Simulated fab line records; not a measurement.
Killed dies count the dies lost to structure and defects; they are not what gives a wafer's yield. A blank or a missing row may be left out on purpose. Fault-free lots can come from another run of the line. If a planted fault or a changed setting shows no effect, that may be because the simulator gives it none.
Matching of chambers	flow sky130	hdpcvd-02 running SKY_VIA1_HDPCVD_00: 3 sister chambers
The step deposits SiO2, target thk 1030 nm, time 171.7 s. 3 wafers are shown with their chamber, then 7 later ones without.

## EACH WAFER AND ITS CHAMBER
wafer	chamber	run_length_s (s)
L700.5	0	199.2
L714.1	1	200.2
L714.3	2	199.2

## WAFERS WITHOUT THEIR CHAMBER
wafer	run_length_s (s)
L714.5	198.7
L718.1	199.6
L718.3	199.2
L718.4	199.6
L719.1	199.4
L719.2	200.1
L719.5	199.3

## THE CHAMBER EACH PASSED THROUGH
wafer	from the rows above	in truth
L714.5	can't be placed: 0 or 2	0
L718.1	can't be placed: 0 or 2 or 1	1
L718.3	can't be placed: 0 or 2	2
L718.4	can't be placed: 0 or 2 or 1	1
L719.1	can't be placed: 0 or 2 or 1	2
L719.2	1	1
L719.5	can't be placed: 0 or 2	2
Correctly placed: 1 of 7. Not placeable from these rows: 6 (in 6, the candidates include the true chamber). Wrongly placed: 0.
How it was worked out, from the rows above alone: a wafer's distance from a chamber is the root of the sum, over the readings, of the square of ((its reading less the chamber's mean) divided by the reading's scatter). If the next closest chamber is less than 2 further off than the closest, the wafer can't be placed; otherwise it belongs to the closest. A chamber's mean is the mean of its shown wafers. The scatter (one wafer shown for each chamber): square how far every hidden wafer sits from the nearest shown wafer, average those squares and take the square root.
